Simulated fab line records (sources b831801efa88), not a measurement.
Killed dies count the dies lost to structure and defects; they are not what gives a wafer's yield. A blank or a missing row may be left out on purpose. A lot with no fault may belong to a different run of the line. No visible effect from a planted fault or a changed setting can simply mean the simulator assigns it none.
The tool behind it: which one? | flow sky130 | 72 wafers from 24 lots sampled at 6 of the route's 708 steps

## WHAT EACH GAUGE READ, for each wafer
SKY_LDD_N_TW_MEAS_17.
lot  | measured     | on            | LDD_N_TW
L074 | day 17 22:56 | film metro-02 | 2560 2569 2578
L075 | day 18 08:04 | film metro-02 | 2573 2585 2589
L076 | day 18 16:15 | film metro-01 | 2610 2608 2602
L077 | day 19 07:56 | film metro-02 | 2579 2596 2582
L079 | day 20 04:26 | film metro-02 | 2583 2572 2561
L080 | day 20 04:59 | film metro-02 | 2556 2566 2577
L078 | day 20 05:53 | film metro-04 | 2550 2545 2554
L081 | day 20 12:23 | film metro-02 | 2570 2572 2563
L082 | day 21 06:41 | film metro-04 | 2561 2543 2546
L083 | day 21 08:35 | film metro-04 | 2576 2559 2571
L085 | day 21 23:57 | film metro-04 | 2567 2570 2575
L084 | day 22 00:14 | film metro-01 | 2597 2585 2573
L086 | day 22 05:36 | film metro-01 | 2592 2605 2582
L087 | day 22 16:22 | film metro-04 | 2536 2551 2548
L088 | day 23 01:56 | film metro-04 | 2546 2544 2552
L089 | day 23 11:41 | film metro-04 | 2551 2539 2553
L090 | day 23 22:00 | film metro-01 | 2569 2582 2587
L092 | day 24 14:13 | film metro-04 | 2556 2547 2540
L091 | day 24 17:35 | film metro-01 | 2589 2607 2596
L093 | day 24 22:50 | film metro-04 | 2555 2565 2549
L094 | day 25 06:53 | film metro-02 | 2585 2572 2591
L096 | day 25 21:08 | film metro-02 | 2570 2596 2577
L095 | day 26 01:02 | film metro-01 | 2584 2584 2590
L097 | day 26 15:44 | film metro-01 | 2595 2599 2583

SKY_LDD_LDN_TW_MEAS_13.
lot  | measured     | on            | LDD_LDN_TW
L074 | day 23 03:11 | film metro-01 | 1480 1473 1474
L075 | day 23 13:54 | film metro-04 | 1455 1464 1461
L076 | day 23 20:00 | film metro-01 | 1481 1480 1479
L077 | day 24 11:53 | film metro-02 | 1482 1477 1481
L079 | day 25 08:32 | film metro-01 | 1491 1495 1487
L080 | day 25 09:26 | film metro-02 | 1480 1481 1478
L078 | day 25 10:14 | film metro-02 | 1472 1485 1482
L081 | day 25 15:14 | film metro-04 | 1468 1475 1473
L082 | day 26 10:05 | film metro-02 | 1481 1481 1480
L083 | day 26 12:05 | film metro-04 | 1471 1464 1466
L085 | day 27 01:12 | film metro-02 | 1475 1482 1484
L084 | day 27 01:47 | film metro-02 | 1479 1479 1484
L086 | day 27 06:42 | film metro-04 | 1480 1476 1481
L087 | day 27 16:28 | film metro-04 | 1468 1475 1487
L088 | day 28 01:50 | film metro-04 | 1477 1472 1473
L089 | day 28 11:26 | film metro-04 | 1465 1472 1471
L090 | day 28 20:27 | film metro-02 | 1487 1492 1488
L092 | day 29 13:28 | film metro-02 | 1482 1481 1480
L091 | day 29 16:20 | film metro-02 | 1479 1485 1476
L093 | day 29 20:59 | film metro-01 | 1481 1493 1489
L094 | day 30 05:38 | film metro-04 | 1461 1459 1467
L096 | day 30 15:11 | film metro-02 | 1479 1471 1484
L095 | day 30 21:08 | film metro-01 | 1482 1485 1491
L097 | day 31 11:47 | film metro-02 | 1480 1483 1490

SKY_METAL1_THK_MEAS_06: measures by xrf.
lot  | measured     | on            | METAL1_ALCU_THK (nm)
L074 | day 31 21:52 | film metro-02 | 244.9 247.7 245.4
L075 | day 32 09:37 | film metro-03 | 246.5 242.2 244.3
L076 | day 32 13:37 | film metro-03 | 246.1 244.6 246.4
L077 | day 33 05:32 | film metro-02 | 242.7 245.9 243.4
L079 | day 34 01:05 | film metro-02 | 248.1 245.7 245.6
L080 | day 34 01:16 | film metro-01 | 250.8 249.0 249.0
L078 | day 34 02:19 | film metro-01 | 247.6 246.9 245.3
L081 | day 34 04:37 | film metro-02 | 249.9 249.0 243.4
L082 | day 34 23:44 | film metro-02 | 250.0 251.2 246.2
L083 | day 35 03:59 | film metro-03 | 245.1 246.1 249.5
L085 | day 35 10:59 | film metro-02 | 247.5 246.7 249.2
L084 | day 35 15:24 | film metro-01 | 252.5 247.8 250.7
L086 | day 35 19:18 | film metro-02 | 247.4 247.6 243.1
L087 | day 36 06:04 | film metro-01 | 251.5 249.1 250.7
L088 | day 36 11:13 | film metro-03 | 249.2 244.7 250.3
L089 | day 36 20:34 | film metro-02 | 245.5 244.4 241.8
L090 | day 37 04:17 | film metro-03 | 243.7 243.3 244.7
L092 | day 37 20:33 | film metro-03 | 251.9 246.7 249.8
L091 | day 38 00:14 | film metro-01 | 253.1 253.2 253.5
L093 | day 38 01:49 | film metro-02 | 245.5 248.7 248.0
L094 | day 38 11:45 | film metro-02 | 243.1 245.7 247.8
L096 | day 38 19:04 | film metro-02 | 247.7 245.6 247.1
L095 | day 39 01:17 | film metro-02 | 250.2 253.1 252.7
L097 | day 39 15:11 | film metro-02 | 239.0 242.4 246.7

SKY_METAL1_CD_MEAS_15 targets a cd of 140 nm.
lot  | measured     | on        | cd nm (nm)
L074 | day 33 01:54 | cd sem-02 | 139.4 140.0 140.3
L075 | day 33 13:05 | cd sem-01 | 137.6 138.0 138.1
L076 | day 33 17:04 | cd sem-02 | 140.7 139.6 141.1
L077 | day 34 08:19 | cd sem-01 | 138.4 139.2 138.2
L079 | day 35 04:21 | cd sem-01 | 140.0 138.1 139.1
L080 | day 35 04:33 | cd sem-02 | 140.5 140.0 140.4
L078 | day 35 05:03 | cd sem-01 | 138.6 139.1 139.3
L081 | day 35 07:34 | cd sem-01 | 138.8 139.1 139.3
L082 | day 36 02:37 | cd sem-02 | 139.2 139.9 138.9
L083 | day 36 07:04 | cd sem-02 | 141.0 141.7 140.5
L085 | day 36 12:34 | cd sem-01 | 141.0 138.6 138.9
L084 | day 36 18:18 | cd sem-02 | 136.8 138.1 137.8
L086 | day 36 21:41 | cd sem-02 | 142.0 141.6 141.2
L087 | day 37 08:10 | cd sem-02 | 139.2 138.2 139.9
L088 | day 37 13:46 | cd sem-02 | 141.2 141.7 142.0
L089 | day 37 23:04 | cd sem-02 | 139.8 141.3 139.9
L090 | day 38 05:55 | cd sem-02 | 137.5 137.3 137.6
L092 | day 38 21:53 | cd sem-02 | 139.9 138.2 139.3
L091 | day 39 01:27 | cd sem-02 | 139.9 139.5 139.5
L093 | day 39 03:48 | cd sem-02 | 142.4 141.6 141.4
L094 | day 39 13:00 | cd sem-01 | 141.6 140.5 139.5
L096 | day 39 20:10 | cd sem-02 | 139.7 139.2 140.2
L095 | day 40 02:00 | cd sem-02 | 141.8 142.6 142.1
L097 | day 40 15:42 | cd sem-01 | 140.0 139.6 140.3

## WHAT TOOL EACH LOT RAN ON (gives the tool, then ch and the chambers of the sampled wafers, and finally the start)
lot  | SKY_SPACER_ETCHBACK_02             | SKY_METAL1_SPUTTER_02
L074 | rie diel-04 ch 0,2,3, day 23 04:34 | pvd sputter-02, day 31 21:39
L075 | rie diel-03 ch 0,1,3, day 23 15:50 | pvd sputter-03, day 32 09:23
L076 | rie diel-04 ch 0,1,3, day 23 21:22 | pvd sputter-02, day 32 13:23
L077 | rie diel-02 ch 0,1,2, day 24 13:56 | pvd sputter-03, day 33 05:20
L079 | rie diel-03 ch 0,1, day 25 10:53   | pvd sputter-02, day 34 00:52
L080 | rie diel-04 ch 0,2,3, day 25 10:53 | pvd sputter-03, day 34 01:04
L078 | rie diel-02 ch 1,3, day 25 12:05   | pvd sputter-02, day 34 02:06
L081 | rie diel-03 ch 1,2,3, day 25 16:38 | pvd sputter-02, day 34 04:25
L082 | rie diel-02 ch 0,1,3, day 26 12:07 | pvd sputter-01, day 34 23:31
L083 | rie diel-04 ch 0,3, day 26 15:17   | pvd sputter-03, day 35 03:46
L085 | rie diel-03 ch 0,1, day 27 02:46   | pvd sputter-02, day 35 10:46
L084 | rie diel-02 ch 0,2,3, day 27 05:20 | pvd sputter-03, day 35 15:11
L086 | rie diel-03 ch 2,3, day 27 08:04   | pvd sputter-01, day 35 19:05
L087 | rie diel-02 ch 0,2,3, day 27 19:41 | pvd sputter-01, day 36 05:50
L088 | rie diel-02 ch 0,1, day 28 03:47   | pvd sputter-01, day 36 11:01
L089 | rie diel-04 ch 0,1,2, day 28 12:49 | pvd sputter-02, day 36 20:21
L090 | rie diel-03 ch 0,2,3, day 28 23:20 | pvd sputter-03, day 37 04:04
L092 | rie diel-02 ch 1,3, day 29 15:25   | pvd sputter-01, day 37 20:19
L091 | rie diel-02 ch 0,3, day 29 18:53   | pvd sputter-01, day 38 00:02
L093 | rie diel-04 ch 2,3, day 29 22:22   | pvd sputter-02, day 38 01:36
L094 | rie diel-03 ch 0,1,2, day 30 07:36 | pvd sputter-01, day 38 11:32
L096 | rie diel-03 ch 1,2,3, day 30 16:34 | pvd sputter-01, day 38 18:51
L095 | rie diel-04 ch 0,2,3, day 30 22:31 | pvd sputter-01, day 39 01:05
L097 | rie diel-04 ch 0,1, day 31 13:10   | pvd sputter-02, day 39 14:59
- SKY_SPACER_ETCHBACK_02: etches Si3N4 in CH3F/O2, stops on SiO2, time 46.7 s, target depth 45 nm.
- SKY_METAL1_SPUTTER_02: material AlCu, target thk 250 nm, time 13.3 s.

## AS READ BY THE TOOLS THEMSELVES (means over the sampled wafers that have a number; for cases with no such wafer, the mark the record gives instead)
SKY_SPACER_ETCHBACK_02.
lot  | tool        | drypump motor current A (A) | oes product au (a.u.) | rf fwd power W (W) | throttle valve pct (%)
L074 | rie diel-04 | 5.7                         | 0.841                 | 397.6              | 10.561
L075 | rie diel-03 | 5.6                         | 0.857                 | 395.9              | 10.562
L076 | rie diel-04 | 5.7                         | 0.854                 | 397.4              | 10.564
L077 | rie diel-02 | 6.0                         | 0.856                 | 396.0              | 10.560
L079 | rie diel-03 | 5.9                         | 0.848                 | 396.0              | 10.563
L080 | rie diel-04 | 5.7                         | 0.852                 | 398.0              | 10.559
L078 | rie diel-02 | 5.6                         | 0.855                 | 396.1              | 10.560
L081 | rie diel-03 | 5.7                         | 0.850                 | 396.8              | 10.566
L082 | rie diel-02 | 5.8                         | 0.858                 | 395.7              | 10.567
L083 | rie diel-04 | 5.6                         | 0.853                 | 397.3              | 10.558
L085 | rie diel-03 | 6.0                         | 0.859                 | 397.2              | 10.562
L084 | rie diel-02 | 5.9                         | 0.853                 | 394.9              | 10.559
L086 | rie diel-03 | 5.4                         | 0.844                 | 397.2              | 10.557
L087 | rie diel-02 | 5.9                         | 0.851                 | 395.2              | 10.568
L088 | rie diel-02 | 6.1                         | 0.854                 | 393.8              | 10.563
L089 | rie diel-04 | 5.8                         | 0.862                 | 396.8              | 10.569
L090 | rie diel-03 | 5.8                         | 0.856                 | 396.6              | 10.557
L092 | rie diel-02 | 5.4                         | 0.869                 | 395.4              | 10.571
L091 | rie diel-02 | 6.0                         | 0.854                 | 394.6              | 10.561
L093 | rie diel-04 | 6.2                         | 0.855                 | 397.9              | 10.556
L094 | rie diel-03 | 6.1                         | 0.851                 | 396.3              | 10.566
L096 | rie diel-03 | 5.7                         | 0.861                 | 396.6              | 10.570
L095 | rie diel-04 | 5.7                         | 0.850                 | 396.1              | 10.567
L097 | rie diel-04 | 5.3                         | 0.851                 | 395.6              | 10.558

SKY_METAL1_SPUTTER_02.
lot  | tool           | throttle valve pct (%)
L074 | pvd sputter-02 | 30.3
L075 | pvd sputter-03 | 30.0
L076 | pvd sputter-02 | 28.8
L077 | pvd sputter-03 | 29.9
L079 | pvd sputter-02 | 28.6
L080 | pvd sputter-03 | 29.5
L078 | pvd sputter-02 | 30.1
L081 | pvd sputter-02 | 30.2
L082 | pvd sputter-01 | 29.9
L083 | pvd sputter-03 | 30.0
L085 | pvd sputter-02 | 30.0
L084 | pvd sputter-03 | 30.6
L086 | pvd sputter-01 | 29.9
L087 | pvd sputter-01 | 29.9
L088 | pvd sputter-01 | 29.8
L089 | pvd sputter-02 | 28.1
L090 | pvd sputter-03 | 30.6
L092 | pvd sputter-01 | 30.3
L091 | pvd sputter-01 | 30.1
L093 | pvd sputter-02 | 31.3
L094 | pvd sputter-01 | 29.8
L096 | pvd sputter-01 | 29.8
L095 | pvd sputter-01 | 30.0
L097 | pvd sputter-02 | 28.7

## THE ANSWER, worked out from the rows above alone
Rule: the lots themselves supply what counts as usual. The widest of any qualifying gaps counts: lots, ordered by their means at a reading, are off when they make up no more than a third of the lots, leave a main group of 4 or more, and stand apart from it by 3 or more times the standard deviation of that group's means. Not used: any main group whose means are identical at the precision the tables above print for the reading. Also off: a lot with no number at a reading for which 4 or more lots have one. All remaining lots with rows at the step are treated as sound. After the gauges, taken in route order, come the tools' own readings; for these a lot's mean is taken, as printed above. At the first step where some lot is off, the reading lying furthest off is the one used; lots without a number count as furthest.
No lot is off at any reading shown: from this, nothing can be told.

## WHAT THE SIMULATOR HAD PUT IN
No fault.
